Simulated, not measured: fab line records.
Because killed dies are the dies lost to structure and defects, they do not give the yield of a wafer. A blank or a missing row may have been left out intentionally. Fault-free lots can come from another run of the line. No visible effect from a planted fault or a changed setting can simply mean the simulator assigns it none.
Comparing a struck lot with a sound one | flow sky130 | 18 out of 708 route steps
Sound: these wafers, L704.2, L704.4, L704.6. Struck: wafer L719.6. (L719.4, L719.5 of the same lot were not struck and are left out.) The cause comes at the end.
For every step that has rows: the tool of each side, followed by ch and its chambers, followed by its first start. Under that, the readings that differ: sound wafers | struck wafers | difference of the means | sigmas: that difference in standard deviations of wafers without a fault.
alike: same words and numbers on both sides, and readings whose means sit less than 2 such deviations apart. not compared: any withheld reading, any reading some wafer has no value for, any bound like >300 that may hide the same value, and any number with overlapping values for which the record gives no deviation.
Wherever a step has rows on one side only, a row that says differs or no value, or a row with sigmas, the two part there. Non-overlapping numbers with no deviation appear without sigmas and do not part them. Lack of a reading on every wafer of one side parts them only where that side has two or more wafers.

first, 5 steps without rows for these wafers: SKY_FIELD_ISO_WET_ETCH_28 (etches SiO2 in dHF, target depth 23.7 nm, time 47 s); SKY_FIELD_ISO_WET_ETCH_29 (etches Si3N4 in H3PO4, target depth 160 nm, time 1825 s); SKY_FIELD_ISO_WET_ETCH_30 (etches SiO2 in dHF, target depth 25 nm, time 50 s); SKY_NWELL_CLEAN_00 (cleans in SC1/SC2, time 150 s); SKY_NWELL_OXIDATION_01 (stabilise 600 s, purge 300 s, target thk 10 nm).
SKY_NWELL_THK_MEAS_02:
  sound on film_metro-04, day 3 01:18; struck on film_metro-01, day 6 01:54
  alike: NWELL_OXIDATION_THK
then, 6 steps without rows for these wafers: SKY_DNWELL_DEHYDRATE_00 (time 60 s); SKY_DNWELL_HMDS_01 (prime time 60 s); SKY_DNWELL_COAT_02 (resist thk 3000 nm); SKY_DNWELL_SOFTBAKE_03; SKY_DNWELL_EXPOSE_04 (exposes mask DNM, target cd 3000 nm); SKY_DNWELL_PEB_05.
SKY_DNWELL_DEVELOP_06: develop time 60 s.
  sound on litho_track-02 ch 0, day 3 16:00; struck on litho_track-03 ch 0, day 6 21:00
next, for these wafers, 1 step has no rows: SKY_DNWELL_IMPLANT_07.
SKY_DNWELL_STRIP_08: strips in O2/N2.
  sound on plasma_asher-02 ch 0,1, day 3 17:13; struck on plasma_asher-02 ch 1, day 6 21:37
  reading               | sound             | struck | difference | sigmas
  oes_product_au (a.u.) | 0.729 0.724 0.734 | 0.720  | -0.009     | -2
  alike: drypump_motor_current_A, strip_time_to_endpoint_s
  not compared: rf_hours_counter_h
SKY_DNWELL_TW_MEAS_09:
  sound on film_metro-02, day 3 17:19; struck on film_metro-04, day 6 21:43
  reading   | sound          | struck | difference | sigmas
  DNWELL_TW | 1127 1123 1122 | 519    | -605       | -61
then, 1 step without rows for these wafers: SKY_PWDE_DEHYDRATE_00 (time 60 s).
-- the record jumps here: 44 days lie between the struck wafers' starts before and after (it left off in module PWDE and takes up again in module PAD_OPEN, whose first step shown is number 708 of the route) --
SKY_PAD_OPEN_PROBE_99:
  sound on prober-02, day 47 10:38; struck on prober-02, day 50 15:02
  reading             | sound     | struck | difference | sigmas
  killed_at_front_end | 21 17 23  | 415    | +395       | +88
  killed_dies         | 92 81 100 | 492    | +401       | +45
  killed_on_rim       | 20 13 16  | 96     | +80        | +22
  alike: killed_at_M0_to_M3, killed_at_M4_up, killed_at_contacts, killed_at_other, killed_open, killed_short

== WHERE THEY PART ==
Last at SKY_PAD_OPEN_PROBE_99 as far as this record goes, first at SKY_DNWELL_STRIP_08.

WHY: the cause the simulator had injected
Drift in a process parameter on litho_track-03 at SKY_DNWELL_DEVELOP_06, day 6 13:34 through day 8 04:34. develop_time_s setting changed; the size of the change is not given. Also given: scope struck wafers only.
